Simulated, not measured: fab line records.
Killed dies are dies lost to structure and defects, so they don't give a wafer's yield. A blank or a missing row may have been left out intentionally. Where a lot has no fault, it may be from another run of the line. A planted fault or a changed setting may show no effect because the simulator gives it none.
Tool commonality check ; flow gf180mcu ; Sample size 13 lots and 42 wafers

REASON IT WAS OPENED
At GF_POLY_GATE_CD_MEAS_10 the reading cdNm is flagged on 1 of 13 lots. Fault-free wafers read 279.7 nm, with a standard deviation of 1.1.
Rule: a lot gets a flag if all its wafers with a number sit over 4 standard deviations from that mean, or if no wafer of it has a number. The rest of the lots are taken to be sound.

lot;measured;on;cdNm (nm), wafer by wafer;flag
L649;day 9 15:28;cdSem-02;280.4 280.3 280.8;
L650;day 9 20:55;cdSem-02;281.1 280.6 279.3;
L651;day 10 02:59;cdSem-02;280.1 280.7 281.6;
L652;day 10 08:59;cdSem-01;279.5 279.3 279.0;
L653;day 10 13:55;cdSem-02;278.8 279.9 279.7;
L654;day 11 00:35;cdSem-02;278.5 279.3 279.9;
L656;day 11 16:53;cdSem-01;277.9 277.7 278.7;
L659;day 12 11:44;cdSem-02;280.7 279.9 279.2;
L660;day 12 15:29;cdSem-02;277.4 278.8 278.0;
L665;day 14 05:55;cdSem-01;279.3 279.6 278.3;
L666;day 14 15:04;cdSem-01;321.9 321.4 321.4 322.0 321.7 321.4;FLAGGED
L667;day 14 21:37;cdSem-02;279.8 280.5 281.3;
L671;day 16 03:32;cdSem-02;279.0 279.0 279.3;
Average over the flagged lots: 321.6 nm; offset from the usual +41.9 nm, equal to +38 standard deviations.

WHICH TOOL EACH LOT WENT THROUGH
Before the reading, the record contains 2 process steps out of a 602-step route. Every cell lists first the tool, next ch and the chambers used by the sampled wafers, and last the start.
lot;flag;GF_NWELL_STRIP_10;GF_POLY_GATE_EXPOSE_07
L649;;plasmaAsher-01 ch 0,1, day 3 10:58;krfScanner-01 ch 0, day 9 06:40
L650;;plasmaAsher-01 ch 0,1, day 3 14:46;krfScanner-02 ch 0, day 9 12:16
L651;;plasmaAsher-01 ch 0,1, day 3 20:16;krfScanner-02 ch 0, day 9 18:01
L652;;plasmaAsher-01 ch 0,1, day 4 01:14;krfScanner-02 ch 0, day 10 00:13
L653;;plasmaAsher-01 ch 0,1, day 4 06:29;krfScanner-01 ch 0, day 10 04:53
L654;;plasmaAsher-04 ch 0,1, day 4 13:34;krfScanner-02 ch 0, day 10 15:31
L656;;plasmaAsher-03 ch 0,1, day 4 22:22;krfScanner-02 ch 0, day 11 07:42
L659;;plasmaAsher-03 ch 0,1, day 5 14:25;krfScanner-01 ch 0, day 12 01:47
L660;;plasmaAsher-03 ch 0,1, day 5 20:10;krfScanner-01 ch 0, day 12 05:52
L665;;plasmaAsher-04 ch 0,1, day 7 00:58;krfScanner-02 ch 0, day 13 19:45
L666;FLAGGED;plasmaAsher-01 ch 0,1, day 7 06:52;krfScanner-02 ch 0, day 14 04:20
L667;;plasmaAsher-03 ch 0,1, day 7 11:52;krfScanner-01 ch 0, day 14 11:18
L671;;plasmaAsher-03 ch 0,1, day 8 11:01;krfScanner-02 ch 0, day 15 16:28
What the steps here do:
- GF_NWELL_STRIP_10: strips in O2/N2.
- GF_POLY_GATE_EXPOSE_07: exposes mask Poly2, target cd 280 nm.
- GF_POLY_GATE_CD_MEAS_10: target cd 280 nm.

FLAGGED OVER TOTAL, TOOL BY TOOL (the gauges that took the reading come last)
step;tool;lots run;flagged;share of the flagged lots;sound lots run after its first flagged lot
GF_NWELL_STRIP_10;plasmaAsher-01;6;1;all;0
GF_NWELL_STRIP_10;plasmaAsher-03;5;0;none;-
GF_NWELL_STRIP_10;plasmaAsher-04;2;0;none;-
GF_POLY_GATE_EXPOSE_07;krfScanner-01;5;0;none;-
GF_POLY_GATE_EXPOSE_07;krfScanner-02;8;1;all;1 (L671)
GF_POLY_GATE_CD_MEAS_10;cdSem-01;4;1;all;0
GF_POLY_GATE_CD_MEAS_10;cdSem-02;9;0;none;-

WHAT IS ALLOWED BY THE TABLE
Every flagged lot was run by 3 rows of the table: plasmaAsher-01 at GF_NWELL_STRIP_10, krfScanner-02 at GF_POLY_GATE_EXPOSE_07 and cdSem-01 at GF_POLY_GATE_CD_MEAS_10.
- plasmaAsher-01 at GF_NWELL_STRIP_10: 1 of its 6 lots flagged. Last sound lot L653 at day 4 06:29, first flagged lot L666 at day 7 06:52; a fault beginning in between fits.
- krfScanner-02 at GF_POLY_GATE_EXPOSE_07: 1 of its 8 lots flagged. Lots that were sound ran on it after the first flagged one (L671); a persistent fault on the entire tool would not allow that.
- cdSem-01 at GF_POLY_GATE_CD_MEAS_10: 1 of its 4 lots flagged. Last sound lot L665 at day 14 05:55, first flagged lot L666 at day 14 15:04; a fault beginning in between fits.
A lot count leaves these 2 tools indistinguishable: every one of them fits a fault beginning at some hour. More lots, or a look at what each step does to the wafer, might.

WHAT THE SIMULATOR HAD INSERTED
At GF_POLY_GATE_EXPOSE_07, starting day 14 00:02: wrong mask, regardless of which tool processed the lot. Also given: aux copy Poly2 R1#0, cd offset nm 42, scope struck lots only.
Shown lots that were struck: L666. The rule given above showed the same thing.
